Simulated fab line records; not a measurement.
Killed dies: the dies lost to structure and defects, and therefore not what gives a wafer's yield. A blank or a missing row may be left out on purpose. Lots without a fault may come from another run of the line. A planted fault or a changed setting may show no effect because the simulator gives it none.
Which tool did it? -- flow sky130 -- Sampling: 13 lots, 39 wafers, 4 of 708 route steps

## WHAT EACH GAUGE READ, for each wafer
SKY_LDD_P_TW_MEAS_11. Usual: LDD_P_TW 632, standard deviation 6.4.
lot,measured,on,LDD_P_TW,flag
L276,day 18 15:04,film_metro-03,628 626 625,
L277,day 19 02:56,film_metro-02,632 634 633,
L278,day 19 10:17,film_metro-02,636 633 636,
L280,day 20 08:28,film_metro-03,625 624 623,
L281,day 20 20:59,film_metro-03,626 622 622,
L284,day 22 04:10,film_metro-03,630 633 628,
L282,day 22 05:01,film_metro-01,641 641 640,
L287,day 23 08:50,film_metro-03,628 625 629,
L290,day 24 10:28,film_metro-03,623 629 629,
L291,day 24 17:42,film_metro-02,635 641 637,
L292,day 24 22:50,film_metro-02,637 636 639,
L297,day 26 20:32,film_metro-03,628 632 628,
L299,day 27 01:38,film_metro-03,625 628 628,

SKY_SD_P_CD_MEAS_07: target cd 380 nm. Usual: cd_nm 380.1 nm, standard deviation 2.4.
lot,measured,on,cd_nm (nm),flag
L276,day 25 00:49,cd_sem-02,381.0 381.5 381.1,
L277,day 25 11:25,cd_sem-02,382.1 383.8 385.6,
L278,day 25 17:21,cd_sem-01,378.7 378.7 379.2,
L280,day 26 14:38,cd_sem-01,379.9 380.0 380.0,
L281,day 27 06:26,cd_sem-02,378.8 381.6 382.0,
L284,day 28 10:11,cd_sem-01,380.6 379.6 379.5,
L282,day 28 11:02,cd_sem-01,378.0 375.0 376.4,
L287,day 29 13:56,cd_sem-02,383.6 382.3 380.6,
L290,day 30 13:36,cd_sem-01,380.5 382.0 378.6,
L291,day 30 20:56,cd_sem-02,379.6 379.4 379.5,
L292,day 31 00:25,cd_sem-02,377.7 378.5 381.0,
L297,day 32 20:43,cd_sem-02,380.8 378.6 378.1,
L299,day 33 00:49,cd_sem-01,381.2 381.8 382.1,

SKY_SD_P_TW_MEAS_11. Usual: SD_P_TW 2835, standard deviation 15.
lot,measured,on,SD_P_TW,flag
L276,day 25 01:14,film_metro-04,2847 2846 2836,
L277,day 25 11:49,film_metro-04,2829 2842 2841,
L278,day 25 17:43,film_metro-04,2850 2852 2846,
L280,day 26 15:01,film_metro-02,2817 2826 2823,
L281,day 27 06:50,film_metro-02,2820 2826 2816,
L284,day 28 10:35,film_metro-04,2858 2840 2846,
L282,day 28 11:25,film_metro-01,2844 2843 2856,
L287,day 29 14:20,film_metro-04,2854 2851 2852,
L290,day 30 13:58,film_metro-02,2826 2824 2834,
L291,day 30 21:20,film_metro-02,2812 2811 2829,
L292,day 31 00:49,film_metro-02,2833 2836 2828,
L297,day 32 21:07,film_metro-02,2826 2832 2834,
L299,day 33 01:14,film_metro-02,2830 2807 2814,

## EACH LOT AND THE TOOL THAT RAN IT (in order: tool; ch and the chambers of the sampled wafers; start)
lot,SKY_POLY_CUT_ETCH_11
L276,"rie_diel-03 ch 0,2, day 23 18:42"
L277,"rie_diel-03 ch 0,3, day 24 06:14"
L278,"rie_diel-03 ch 0,2,3, day 24 12:26"
L280,"rie_diel-04 ch 0,2,3, day 25 10:11"
L281,"rie_diel-02 ch 0,2,3, day 26 00:53"
L284,"rie_diel-02 ch 0,2,3, day 27 05:34"
L282,"rie_diel-03 ch 0,1,2, day 27 06:06"
L287,"rie_diel-02 ch 0,2,3, day 28 09:57"
L290,"rie_diel-02 ch 1,2, day 29 10:15"
L291,"rie_diel-03 ch 1,3, day 29 16:50"
L292,"rie_diel-03 ch 1,3, day 29 20:57"
L297,"rie_diel-02 ch 1,2,3, day 31 17:26"
L299,"rie_diel-02 ch 1,2,3, day 31 21:05"
- SKY_POLY_CUT_ETCH_11: etches Si3N4 in CF4/CH2F2/Ar, stops on poly-Si, time 42.5 s, target depth 60 nm.

## WHAT THE TOOLS THEMSELVES READ (means of the sampled wafers that have a number; where no wafer has one, the mark that the record gives instead)
SKY_POLY_CUT_ETCH_11. Usual: drypump_motor_current_A 5.7 A, standard deviation 0.46; oes_product_au 0.828 a.u., standard deviation 0.006; run_length_s 70.9 s, standard deviation 0.38; throttle_valve_pct 14.994 %, standard deviation 0.01.
lot,tool,drypump_motor_current_A (A),oes_product_au (a.u.),run_length_s (s),throttle_valve_pct (%),flag
L276,rie_diel-03,6.1,0.825,70.7,14.992,
L277,rie_diel-03,5.7,0.827,70.7,14.994,
L278,rie_diel-03,6.0,0.834,70.5,14.995,
L280,rie_diel-04,5.9,0.821,70.6,14.997,
L281,rie_diel-02,5.5,0.830,71.3,14.990,
L284,rie_diel-02,5.5,0.828,71.4,14.989,
L282,rie_diel-03,5.9,0.826,70.8,14.994,
L287,rie_diel-02,5.5,0.824,71.3,14.981,
L290,rie_diel-02,5.1,0.839,71.3,15.000,
L291,rie_diel-03,5.2,0.876,68.6,15.001,OFF
L292,rie_diel-03,5.4,0.920,66.0,14.998,OFF
L297,rie_diel-02,5.5,0.835,71.2,14.998,
L299,rie_diel-02,5.5,0.828,71.0,14.994,

## THE ANSWER, worked out from the rows above alone
Rule: a lot counts as off when the mean over its wafers that have a number is more than 3 standard deviations away from the usual mean. A lot without any number at a reading at which 4 lots or more have one is off too. The other lots that the step has rows for count as sound. The gauges are gone through in route order, then the tools' own readings, and for those a lot's mean is taken as printed above. At the first step where some lot is off, the reading lying furthest off is the one used; lots without a number count as furthest.
Off at SKY_POLY_CUT_ETCH_11 (oes_product_au): L291, L292.
If a tool, at that step or one of the process steps before it, ran each lot that is off and ran no sound lot following the first of them, it fits. One candidate fits, namely rie_diel-03 at SKY_POLY_CUT_ETCH_11. Its last sound lot is L282 (day 27 06:06), its first lot that is off L291 (day 29 16:50): a fault that began between those two fits.
The tool's own readings at SKY_POLY_CUT_ETCH_11 bear it out: on the lots that are off they differ by more than 5 times the standard deviation of the sound lots' means. oes_product_au reads 0.898 a.u. there against 0.829 a.u. on the sound lots; run_length_s reads 67.3 s there against 71.0 s on the sound lots.

## WHAT THE SIMULATOR HAD PUT IN
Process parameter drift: rie_diel-03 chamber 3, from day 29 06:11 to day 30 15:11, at SKY_POLY_CUT_ETCH_11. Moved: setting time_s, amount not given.
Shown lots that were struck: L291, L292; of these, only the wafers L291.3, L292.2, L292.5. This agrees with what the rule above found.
